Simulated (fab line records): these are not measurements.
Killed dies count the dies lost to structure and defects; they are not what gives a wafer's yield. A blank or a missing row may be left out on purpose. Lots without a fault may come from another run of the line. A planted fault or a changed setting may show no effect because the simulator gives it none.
Which tool was responsible? :: flow sky130 :: 14 lots, 42 wafers sampled, at 5 steps of a route of 708

WHAT THE GAUGES SHOWED, per wafer
SKY_POLY_GATE_CD_MEAS_22. Usual: cdNm 150.8 nm, standard deviation 2.7.
lot: L292
measured: day 16 01:38
on: cdSem-01
cdNm (nm): 151.3 151.9 149.3
flag: 

lot: L293
measured: day 16 10:49
on: cdSem-02
cdNm (nm): 154.3 151.5 151.6
flag: 

lot: L294
measured: day 16 22:19
on: cdSem-01
cdNm (nm): 147.7 154.2 151.9
flag: 

lot: L295
measured: day 17 07:40
on: cdSem-02
cdNm (nm): 148.8 150.0 149.6
flag: 

lot: L296
measured: day 18 13:52
on: cdSem-01
cdNm (nm): 148.9 147.7 152.4
flag: 

lot: L297
measured: day 18 20:22
on: cdSem-02
cdNm (nm): 147.7 150.1 149.8
flag: 

lot: L304
measured: day 20 22:10
on: cdSem-01
cdNm (nm): 150.8 147.4 147.5
flag: 

lot: L307
measured: day 21 23:08
on: cdSem-02
cdNm (nm): 154.0 154.4 153.8
flag: 

lot: L308
measured: day 22 00:26
on: cdSem-01
cdNm (nm): 151.7 146.9 152.4
flag: 

lot: L310
measured: day 22 19:01
on: cdSem-01
cdNm (nm): 154.8 149.4 151.5
flag: 

lot: L312
measured: day 23 14:47
on: cdSem-02
cdNm (nm): 153.4 148.2 145.3
flag: 

lot: L311
measured: day 23 20:09
on: cdSem-01
cdNm (nm): 149.2 152.9 153.0
flag: 

lot: L313
measured: day 24 13:45
on: cdSem-01
cdNm (nm): 153.1 149.6 149.5
flag: 

lot: L315
measured: day 24 20:27
on: cdSem-02
cdNm (nm): 151.5 155.1 152.4
flag: 

SKY_LDD_LDN_TW_MEAS_13. Usual: LDD_LDN_TW 1480, standard deviation 14.
lot: L292
measured: day 22 09:46
on: filmMetro-04
LDD_LDN_TW: 1476 1481 1479
flag: 

lot: L293
measured: day 22 20:37
on: filmMetro-01
LDD_LDN_TW: 1516 1512 1517
flag: 

lot: L294
measured: day 23 07:57
on: filmMetro-03
LDD_LDN_TW: 1478 1485 1473
flag: 

lot: L295
measured: day 23 17:19
on: filmMetro-03
LDD_LDN_TW: 1485 1477 1481
flag: 

lot: L296
measured: day 24 23:02
on: filmMetro-04
LDD_LDN_TW: 1460 1465 1460
flag: 

lot: L297
measured: day 25 06:40
on: filmMetro-04
LDD_LDN_TW: 1474 1473 1476
flag: 

lot: L304
measured: day 27 06:12
on: filmMetro-03
LDD_LDN_TW: 1479 1472 1467
flag: 

lot: L307
measured: day 28 04:05
on: filmMetro-03
LDD_LDN_TW: 30 30 30
flag: OFF

lot: L308
measured: day 28 06:47
on: filmMetro-04
LDD_LDN_TW: 30 30 30
flag: OFF

lot: L310
measured: day 28 21:58
on: filmMetro-01
LDD_LDN_TW: 1506 1510 1504
flag: 

lot: L312
measured: day 29 15:25
on: filmMetro-04
LDD_LDN_TW: 1468 1470 1477
flag: 

lot: L311
measured: day 29 22:44
on: filmMetro-03
LDD_LDN_TW: 1466 1476 1477
flag: 

lot: L313
measured: day 30 14:05
on: filmMetro-04
LDD_LDN_TW: 1476 1466 1479
flag: 

lot: L315
measured: day 30 20:41
on: filmMetro-04
LDD_LDN_TW: 1473 1474 1478
flag: 

WHICH TOOL RAN EACH LOT (tool, then ch and the chambers of the sampled wafers, then the start)
lot: L292
SKY_SONOS_ONO_STRIP_17: plasmaAsher-04 ch 0,1, day 12 08:26
SKY_LDD_HVP_STRIP_09: plasmaAsher-03 ch 0,1, day 21 02:15
SKY_LDD_LDN_STRIP_12: plasmaAsher-04 ch 0,1, day 22 09:40

lot: L293
SKY_SONOS_ONO_STRIP_17: plasmaAsher-04 ch 0,1, day 12 17:08
SKY_LDD_HVP_STRIP_09: plasmaAsher-03 ch 0,1, day 21 13:27
SKY_LDD_LDN_STRIP_12: plasmaAsher-02 ch 0,1, day 22 20:30

lot: L294
SKY_SONOS_ONO_STRIP_17: plasmaAsher-02 ch 0,1, day 13 04:05
SKY_LDD_HVP_STRIP_09: plasmaAsher-01 ch 0,1, day 22 01:40
SKY_LDD_LDN_STRIP_12: plasmaAsher-02 ch 0,1, day 23 07:51

lot: L295
SKY_SONOS_ONO_STRIP_17: plasmaAsher-02 ch 0,1, day 13 11:47
SKY_LDD_HVP_STRIP_09: plasmaAsher-01 ch 0,1, day 22 10:45
SKY_LDD_LDN_STRIP_12: plasmaAsher-01 ch 0,1, day 23 17:13

lot: L296
SKY_SONOS_ONO_STRIP_17: plasmaAsher-01 ch 1, day 14 11:44
SKY_LDD_HVP_STRIP_09: plasmaAsher-02 ch 0,1, day 23 16:41
SKY_LDD_LDN_STRIP_12: plasmaAsher-02 ch 0,1, day 24 22:56

lot: L297
SKY_SONOS_ONO_STRIP_17: plasmaAsher-01 ch 0,1, day 14 18:11
SKY_LDD_HVP_STRIP_09: plasmaAsher-01 ch 0,1, day 24 00:00
SKY_LDD_LDN_STRIP_12: plasmaAsher-01 ch 0,1, day 25 06:34

lot: L304
SKY_SONOS_ONO_STRIP_17: plasmaAsher-04 ch 0,1, day 16 14:35
SKY_LDD_HVP_STRIP_09: plasmaAsher-03 ch 0,1, day 26 01:11
SKY_LDD_LDN_STRIP_12: plasmaAsher-02 ch 0,1, day 27 06:06

lot: L307
SKY_SONOS_ONO_STRIP_17: plasmaAsher-04 ch 1, day 17 16:05
SKY_LDD_HVP_STRIP_09: plasmaAsher-01 ch 0,1, day 26 23:08
SKY_LDD_LDN_STRIP_12: plasmaAsher-01 ch 0, day 28 03:59

lot: L308
SKY_SONOS_ONO_STRIP_17: plasmaAsher-01 ch 0,1, day 17 18:14
SKY_LDD_HVP_STRIP_09: plasmaAsher-03 ch 0,1, day 27 01:26
SKY_LDD_LDN_STRIP_12: plasmaAsher-01 ch 0,1, day 28 06:41

lot: L310
SKY_SONOS_ONO_STRIP_17: plasmaAsher-01 ch 0,1, day 18 13:49
SKY_LDD_HVP_STRIP_09: plasmaAsher-01 ch 0,1, day 27 16:59
SKY_LDD_LDN_STRIP_12: plasmaAsher-04 ch 0,1, day 28 21:53

lot: L312
SKY_SONOS_ONO_STRIP_17: plasmaAsher-01 ch 0,1, day 19 10:39
SKY_LDD_HVP_STRIP_09: plasmaAsher-03 ch 0,1, day 28 11:02
SKY_LDD_LDN_STRIP_12: plasmaAsher-04 ch 0,1, day 29 15:19

lot: L311
SKY_SONOS_ONO_STRIP_17: plasmaAsher-01 ch 0,1, day 19 12:38
SKY_LDD_HVP_STRIP_09: plasmaAsher-02 ch 0,1, day 28 18:14
SKY_LDD_LDN_STRIP_12: plasmaAsher-04 ch 0,1, day 29 22:38

lot: L313
SKY_SONOS_ONO_STRIP_17: plasmaAsher-04 ch 0,1, day 20 10:50
SKY_LDD_HVP_STRIP_09: plasmaAsher-01 ch 0,1, day 29 10:05
SKY_LDD_LDN_STRIP_12: plasmaAsher-01 ch 0,1, day 30 13:59

lot: L315
SKY_SONOS_ONO_STRIP_17: plasmaAsher-04 ch 0,1, day 20 15:38
SKY_LDD_HVP_STRIP_09: plasmaAsher-03 ch 0,1, day 29 16:47
SKY_LDD_LDN_STRIP_12: plasmaAsher-02 ch 0,1, day 30 20:35
- SKY_SONOS_ONO_STRIP_17: strips in O2/N2.
- SKY_LDD_HVP_STRIP_09: strips in O2/N2.
- SKY_LDD_LDN_STRIP_12: strips in O2/N2.

AS READ BY THE TOOLS THEMSELVES (means over the sampled wafers that have a number; for cases with no such wafer, the mark the record gives instead)
SKY_SONOS_ONO_STRIP_17. Usual: chamberPressureMTorr 1499.9 mTorr, standard deviation 2; drypumpMotorCurrentA 5.5 A, standard deviation 0.55; oesProductAu 0.709 a.u., standard deviation 0.004; stripTimeToEndpointS 14.10 s, standard deviation 0.047.
lot: L292
tool: plasmaAsher-04
chamberPressureMTorr (mTorr): 1499.2
drypumpMotorCurrentA (A): 5.1
oesProductAu (a.u.): 0.708
stripTimeToEndpointS (s): 14.04
flag: 

lot: L293
tool: plasmaAsher-04
chamberPressureMTorr (mTorr): 1499.2
drypumpMotorCurrentA (A): 5.1
oesProductAu (a.u.): 0.711
stripTimeToEndpointS (s): 14.08
flag: 

lot: L294
tool: plasmaAsher-02
chamberPressureMTorr (mTorr): 1498.8
drypumpMotorCurrentA (A): 6.3
oesProductAu (a.u.): 0.708
stripTimeToEndpointS (s): 14.20
flag: 

lot: L295
tool: plasmaAsher-02
chamberPressureMTorr (mTorr): 1500.2
drypumpMotorCurrentA (A): 6.1
oesProductAu (a.u.): 0.709
stripTimeToEndpointS (s): 14.11
flag: 

lot: L296
tool: plasmaAsher-01
chamberPressureMTorr (mTorr): 1499.9
drypumpMotorCurrentA (A): 5.0
oesProductAu (a.u.): 0.709
stripTimeToEndpointS (s): 14.10
flag: 

lot: L297
tool: plasmaAsher-01
chamberPressureMTorr (mTorr): 1499.8
drypumpMotorCurrentA (A): 5.4
oesProductAu (a.u.): 0.705
stripTimeToEndpointS (s): 14.10
flag: 

lot: L304
tool: plasmaAsher-04
chamberPressureMTorr (mTorr): 1499.7
drypumpMotorCurrentA (A): 5.4
oesProductAu (a.u.): 0.714
stripTimeToEndpointS (s): 14.11
flag: 

lot: L307
tool: plasmaAsher-04
chamberPressureMTorr (mTorr): 1500.6
drypumpMotorCurrentA (A): 5.8
oesProductAu (a.u.): 0.708
stripTimeToEndpointS (s): 14.11
flag: 

lot: L308
tool: plasmaAsher-01
chamberPressureMTorr (mTorr): 1500.7
drypumpMotorCurrentA (A): 5.2
oesProductAu (a.u.): 0.711
stripTimeToEndpointS (s): 14.05
flag: 

lot: L310
tool: plasmaAsher-01
chamberPressureMTorr (mTorr): 1500.2
drypumpMotorCurrentA (A): 5.2
oesProductAu (a.u.): 0.708
stripTimeToEndpointS (s): 14.13
flag: 

lot: L312
tool: plasmaAsher-01
chamberPressureMTorr (mTorr): 1499.8
drypumpMotorCurrentA (A): 5.5
oesProductAu (a.u.): 0.710
stripTimeToEndpointS (s): 14.11
flag: 

lot: L311
tool: plasmaAsher-01
chamberPressureMTorr (mTorr): 1499.6
drypumpMotorCurrentA (A): 5.2
oesProductAu (a.u.): 0.713
stripTimeToEndpointS (s): 14.05
flag: 

lot: L313
tool: plasmaAsher-04
chamberPressureMTorr (mTorr): 1501.1
drypumpMotorCurrentA (A): 5.4
oesProductAu (a.u.): 0.710
stripTimeToEndpointS (s): 14.07
flag: 

lot: L315
tool: plasmaAsher-04
chamberPressureMTorr (mTorr): 1498.4
drypumpMotorCurrentA (A): 5.4
oesProductAu (a.u.): 0.711
stripTimeToEndpointS (s): 14.08
flag: 

SKY_LDD_HVP_STRIP_09. Usual: chamberPressureMTorr 1499.9 mTorr, standard deviation 1.3; drypumpMotorCurrentA 5.5 A, standard deviation 0.4; oesProductAu 0.408 a.u., standard deviation 0.0048; stripTimeToEndpointS 4.138 s, standard deviation 0.014.
lot: L292
tool: plasmaAsher-03
chamberPressureMTorr (mTorr): 1498.3
drypumpMotorCurrentA (A): 5.4
oesProductAu (a.u.): 0.404
stripTimeToEndpointS (s): 4.128
flag: 

lot: L293
tool: plasmaAsher-03
chamberPressureMTorr (mTorr): 1500.3
drypumpMotorCurrentA (A): 5.4
oesProductAu (a.u.): 0.404
stripTimeToEndpointS (s): 4.140
flag: 

lot: L294
tool: plasmaAsher-01
chamberPressureMTorr (mTorr): 1501.4
drypumpMotorCurrentA (A): 5.4
oesProductAu (a.u.): 0.408
stripTimeToEndpointS (s): 4.139
flag: 

lot: L295
tool: plasmaAsher-01
chamberPressureMTorr (mTorr): 1499.0
drypumpMotorCurrentA (A): 5.5
oesProductAu (a.u.): 0.409
stripTimeToEndpointS (s): 4.150
flag: 

lot: L296
tool: plasmaAsher-02
chamberPressureMTorr (mTorr): 1499.7
drypumpMotorCurrentA (A): 6.1
oesProductAu (a.u.): 0.406
stripTimeToEndpointS (s): 4.134
flag: 

lot: L297
tool: plasmaAsher-01
chamberPressureMTorr (mTorr): 1500.1
drypumpMotorCurrentA (A): 5.2
oesProductAu (a.u.): 0.406
stripTimeToEndpointS (s): 4.134
flag: 

lot: L304
tool: plasmaAsher-03
chamberPressureMTorr (mTorr): 1500.9
drypumpMotorCurrentA (A): 5.4
oesProductAu (a.u.): 0.408
stripTimeToEndpointS (s): 4.136
flag: 

lot: L307
tool: plasmaAsher-01
chamberPressureMTorr (mTorr): -
drypumpMotorCurrentA (A): -
oesProductAu (a.u.): -
stripTimeToEndpointS (s): -
flag: OFF

lot: L308
tool: plasmaAsher-03
chamberPressureMTorr (mTorr): -
drypumpMotorCurrentA (A): -
oesProductAu (a.u.): -
stripTimeToEndpointS (s): -
flag: OFF

lot: L310
tool: plasmaAsher-01
chamberPressureMTorr (mTorr): 1499.8
drypumpMotorCurrentA (A): 5.2
oesProductAu (a.u.): 0.410
stripTimeToEndpointS (s): 4.130
flag: 

lot: L312
tool: plasmaAsher-03
chamberPressureMTorr (mTorr): 1499.8
drypumpMotorCurrentA (A): 5.4
oesProductAu (a.u.): 0.410
stripTimeToEndpointS (s): 4.138
flag: 

lot: L311
tool: plasmaAsher-02
chamberPressureMTorr (mTorr): 1499.8
drypumpMotorCurrentA (A): 6.1
oesProductAu (a.u.): 0.409
stripTimeToEndpointS (s): 4.161
flag: 

lot: L313
tool: plasmaAsher-01
chamberPressureMTorr (mTorr): 1498.3
drypumpMotorCurrentA (A): 5.5
oesProductAu (a.u.): 0.411
stripTimeToEndpointS (s): 4.156
flag: 

lot: L315
tool: plasmaAsher-03
chamberPressureMTorr (mTorr): 1500.5
drypumpMotorCurrentA (A): 5.4
oesProductAu (a.u.): 0.414
stripTimeToEndpointS (s): 4.150
flag: 

SKY_LDD_LDN_STRIP_12. Usual: chamberPressureMTorr 1500.0 mTorr, standard deviation 1.3; drypumpMotorCurrentA 5.5 A, standard deviation 0.58; oesProductAu 0.715 a.u., standard deviation 0.0046; stripTimeToEndpointS 14.18 s, standard deviation 0.037.
lot: L292
tool: plasmaAsher-04
chamberPressureMTorr (mTorr): 1500.7
drypumpMotorCurrentA (A): 5.1
oesProductAu (a.u.): 0.716
stripTimeToEndpointS (s): 14.17
flag: 

lot: L293
tool: plasmaAsher-02
chamberPressureMTorr (mTorr): 1500.6
drypumpMotorCurrentA (A): 6.1
oesProductAu (a.u.): 0.713
stripTimeToEndpointS (s): 14.13
flag: 

lot: L294
tool: plasmaAsher-02
chamberPressureMTorr (mTorr): 1499.2
drypumpMotorCurrentA (A): 6.1
oesProductAu (a.u.): 0.716
stripTimeToEndpointS (s): 14.24
flag: 

lot: L295
tool: plasmaAsher-01
chamberPressureMTorr (mTorr): 1500.2
drypumpMotorCurrentA (A): 5.4
oesProductAu (a.u.): 0.717
stripTimeToEndpointS (s): 14.21
flag: 

lot: L296
tool: plasmaAsher-02
chamberPressureMTorr (mTorr): 1499.9
drypumpMotorCurrentA (A): 6.1
oesProductAu (a.u.): 0.717
stripTimeToEndpointS (s): 14.19
flag: 

lot: L297
tool: plasmaAsher-01
chamberPressureMTorr (mTorr): 1500.7
drypumpMotorCurrentA (A): 5.2
oesProductAu (a.u.): 0.712
stripTimeToEndpointS (s): 14.19
flag: 

lot: L304
tool: plasmaAsher-02
chamberPressureMTorr (mTorr): 1498.3
drypumpMotorCurrentA (A): 6.1
oesProductAu (a.u.): 0.717
stripTimeToEndpointS (s): 14.16
flag: 

lot: L307
tool: plasmaAsher-01
chamberPressureMTorr (mTorr): 1499.8
drypumpMotorCurrentA (A): 5.7
oesProductAu (a.u.): 0.718
stripTimeToEndpointS (s): 18.78
flag: OFF

lot: L308
tool: plasmaAsher-01
chamberPressureMTorr (mTorr): 1500.2
drypumpMotorCurrentA (A): 5.4
oesProductAu (a.u.): 0.717
stripTimeToEndpointS (s): 18.71
flag: OFF

lot: L310
tool: plasmaAsher-04
chamberPressureMTorr (mTorr): 1499.8
drypumpMotorCurrentA (A): 5.1
oesProductAu (a.u.): 0.712
stripTimeToEndpointS (s): 14.20
flag: 

lot: L312
tool: plasmaAsher-04
chamberPressureMTorr (mTorr): 1500.8
drypumpMotorCurrentA (A): 5.4
oesProductAu (a.u.): 0.715
stripTimeToEndpointS (s): 14.20
flag: 

lot: L311
tool: plasmaAsher-04
chamberPressureMTorr (mTorr): 1500.1
drypumpMotorCurrentA (A): 5.1
oesProductAu (a.u.): 0.717
stripTimeToEndpointS (s): 14.15
flag: 

lot: L313
tool: plasmaAsher-01
chamberPressureMTorr (mTorr): 1500.1
drypumpMotorCurrentA (A): 5.2
oesProductAu (a.u.): 0.716
stripTimeToEndpointS (s): 14.20
flag: 

lot: L315
tool: plasmaAsher-02
chamberPressureMTorr (mTorr): 1499.8
drypumpMotorCurrentA (A): 6.1
oesProductAu (a.u.): 0.715
stripTimeToEndpointS (s): 14.21
flag: 

THE ANSWER, worked out from the rows above alone
Rule: a lot counts as off when the mean over its wafers that have a number is more than 3 standard deviations away from the usual mean. Also off: a lot with no number at a reading for which 4 or more lots have one. The other lots that the step has rows for count as sound. The gauges are gone through in route order, then the tools' own readings, and for those a lot's mean is taken as printed above. At the first step where some lot is off, the reading lying furthest off is the one used; lots without a number count as furthest.
Off: L307, L308, at SKY_LDD_LDN_TW_MEAS_13 (LDD_LDN_TW).
If a tool, at a process step before that reading, ran all the lots that are off and no sound lot after the first of them, it fits. The gauges at SKY_LDD_LDN_TW_MEAS_13 aren't tried: what is off there is off at SKY_LDD_HVP_STRIP_09 too, on other tools, and a gauge's error can't cause that. None of those tried fits.

WHAT THE SIMULATOR HAD PUT IN
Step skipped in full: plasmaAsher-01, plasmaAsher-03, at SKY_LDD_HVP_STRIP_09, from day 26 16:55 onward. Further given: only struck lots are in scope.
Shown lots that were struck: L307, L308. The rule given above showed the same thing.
